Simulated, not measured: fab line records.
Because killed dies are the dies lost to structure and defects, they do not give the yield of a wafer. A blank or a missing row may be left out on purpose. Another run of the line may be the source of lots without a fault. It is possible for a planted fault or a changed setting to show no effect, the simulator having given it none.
Comparing a struck lot with a sound one | flow sky130 | 15 out of 708 route steps
Sound: the wafers L792.2, L792.3, L792.5. Wafers L794.2, L794.3, L794.4 were the ones struck. The cause is named last.
Per side, at each step with rows, come the tool, then ch with its chambers, and then its first start. Under that, the readings that differ: sound wafers | struck wafers | difference of the means | sigmas: that difference in standard deviations of wafers without a fault.
alike: a reading whose means differ by less than 2 such deviations, as well as words and numbers matching on both sides. not compared: withheld readings; readings where some wafer has no value; bounds like >300 that might hide an equal value; numbers whose values overlap and for which the record gives no deviation.
The two part at a step that has a row with sigmas, a row that says differs or no value, or rows on one side only. Numbers that have no deviation but don't overlap get no sigmas and don't part them. Lack of a reading on every wafer of one side parts them only where that side has two or more wafers.

SKY_VIA3_CMP_02: polishes SiO2.
  sound on cmp-01 ch 0,3, day 43 11:28; struck on cmp-02 ch 0,1,2, day 43 15:17
  reading             | sound         | struck         | difference | sigmas
  motor-current-A (A) | 11.3 10.6 9.9 | 13.7 12.6 12.3 | +2.3       | +2
  alike: head-pressure-psi
SKY_VIA3_BOW_MEAS_03:
  sound on film-metro-04 at day 43 11:44; struck on film-metro-02 at day 43 15:37
  alike: VIA3_BOW
then, 8 steps without rows for these wafers: SKY_VIA3_DEHYDRATE_04 (time 60 s); SKY_VIA3_HMDS_05 (prime time 60 s); SKY_VIA3_COAT_06 (resist thk 60 nm); SKY_VIA3_COAT_07 (resist thk 450 nm); SKY_VIA3_SOFTBAKE_08 (time 90 s); SKY_VIA3_EXPOSE_09 (exposes mask VIM3, target cd 200 nm); SKY_VIA3_PEB_10; SKY_VIA3_DEVELOP_11 (develop time 60 s).
SKY_VIA3_CD_MEAS_12: target cd 200 nm.
  sound on cd-sem-02 at day 44 09:22; struck on cd-sem-01 at day 44 13:28
  alike: cd-nm
SKY_VIA3_OVL_MEAS_13:
  sound on overlay-01 at day 44 09:28; struck on overlay-01 at day 44 13:34
  alike: VIA3_OVL
SKY_VIA3_ETCH_14: etches BARC in N2/H2, stops on SiO2, time 45.9 s, target depth 60 nm.
  sound on rie-diel-02 ch 0,1,3, day 44 09:30; struck on rie-diel-03 ch 0,2,3, day 44 13:36
  reading                                     | sound             | struck            | difference | sigmas
  model.KrF-thick_of_VIA3_COAT_07.thk-nm (nm) | 394.1 394.3 394.7 | 390.8 390.8 390.4 | -3.7       |
  alike: drypump-motor-current-A, oes-product-au, throttle-valve-pct
  not compared: rf-hours-counter-h
SKY_VIA3_ETCH_15: etches SiO2 in C4F8/O2/Ar, stops on TiN, target depth 507 nm, time 78 s.
  sound on rie-diel-02 ch 0,1,3, day 44 09:32; struck on rie-diel-03 ch 0,2,3, day 44 13:38
  alike: oes-product-au
  not compared: rf-hours-counter-h
-- the record jumps here: 5 days lie between the struck wafers' starts before and after (it left off in module VIA3 and takes up again in module PAD_OPEN, whose first step shown is number 708 of the route) --
SKY_PAD_OPEN_PROBE_99:
  sound on prober-02 at day 49 17:19; struck on prober-01 at day 49 19:31
  alike: defect-limited-yield, killed_at_M0_to_M3, killed_at_M4_up, killed-at-contacts, killed-at-front-end, killed-at-other, killed-dies, killed-open, killed-short, sort_bin_3_pad_short, sort_bin_5_function, sort_bin_6_memory, sort-n-pass, sort-yield-pct

## WHERE THEY PART
Only at SKY_VIA3_CMP_02, as far as this record shows. Later steps at which nothing parts them and some readings are alike: SKY_VIA3_BOW_MEAS_03, SKY_VIA3_CD_MEAS_12, SKY_VIA3_OVL_MEAS_13, SKY_VIA3_ETCH_14, SKY_VIA3_ETCH_15, SKY_PAD_OPEN_PROBE_99.

WHY: whatever the simulator had introduced
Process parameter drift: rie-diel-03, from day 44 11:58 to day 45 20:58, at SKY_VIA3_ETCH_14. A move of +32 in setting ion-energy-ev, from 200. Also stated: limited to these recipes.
